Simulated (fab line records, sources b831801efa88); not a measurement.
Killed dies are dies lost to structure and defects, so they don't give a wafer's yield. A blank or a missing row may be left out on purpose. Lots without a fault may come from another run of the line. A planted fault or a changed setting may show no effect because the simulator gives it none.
Which tool did it? | flow gf180mcu | 7 lots, 21 wafers sampled, at 3 steps of a route of 602

WHAT THE GAUGES READ, wafer by wafer
GF_M3_CD_MEAS_14: target cd 280 nm.
lot  | measured     | on        | cd_nm (nm)
L247 | day 22 17:34 | cd_sem-01 | 279.4 280.2 279.6
L249 | day 23 02:14 | cd_sem-02 | 280.6 280.0 280.6
L258 | day 26 08:00 | cd_sem-01 | - - -
L260 | day 26 20:58 | cd_sem-01 | 278.3 279.0 278.5
L262 | day 27 09:26 | cd_sem-01 | 278.7 278.4 279.0
L264 | day 27 21:47 | cd_sem-01 | 278.4 278.0 278.3
L266 | day 28 13:49 | cd_sem-01 | 279.8 279.3 279.4

WHICH TOOL RAN EACH LOT (tool, then ch and the chambers of the sampled wafers, then the start)
lot  | GF_M3_SPUTTER_00             | GF_M3_PEB_12
L247 | pvd_sputter-03, day 21 18:34 | litho_track-03 ch 0, day 22 17:13
L249 | pvd_sputter-01, day 22 02:34 | litho_track-03 ch 0, day 23 01:54
L258 | pvd_sputter-02, day 25 11:09 | litho_track-02, day 26 07:40
L260 | pvd_sputter-03, day 26 00:43 | litho_track-03 ch 0, day 26 20:37
L262 | pvd_sputter-02, day 26 12:17 | litho_track-02 ch 0, day 27 09:05
L264 | pvd_sputter-02, day 27 01:31 | litho_track-03 ch 0, day 27 21:24
L266 | pvd_sputter-03, day 27 18:16 | litho_track-03 ch 0, day 28 13:29
- GF_M3_SPUTTER_00: material Ti, target thk 37.5 nm, time 150 s.
- GF_M3_PEB_12: peb time 90 s.

THE ANSWER, worked out from the rows above alone
Rule: what is usual is taken from the lots themselves. Put in order of their means at a reading, lots are off if they are a third of the lots or fewer, leave a main group of 4 or more, and stand apart from it by a gap of 3 or more times the standard deviation of the main group's means; of several such gaps the widest counts. A main group whose means are all the same, to the digits that the tables above print for the reading, isn't used. A lot without any number at a reading at which 4 lots or more have one is off too. The other lots that the step has rows for count as sound.
Off: L258, at GF_M3_CD_MEAS_14 (cd_nm). Without a number there: L258. The main group: mean 279.2 nm, standard deviation 0.75.
A tool fits if, at a process step before that reading, it ran every lot that is off, and no sound lot after the first of them. The gauges at GF_M3_CD_MEAS_14 are tried like those tools. None of those tried fits.

WHAT THE SIMULATOR HAD PUT IN
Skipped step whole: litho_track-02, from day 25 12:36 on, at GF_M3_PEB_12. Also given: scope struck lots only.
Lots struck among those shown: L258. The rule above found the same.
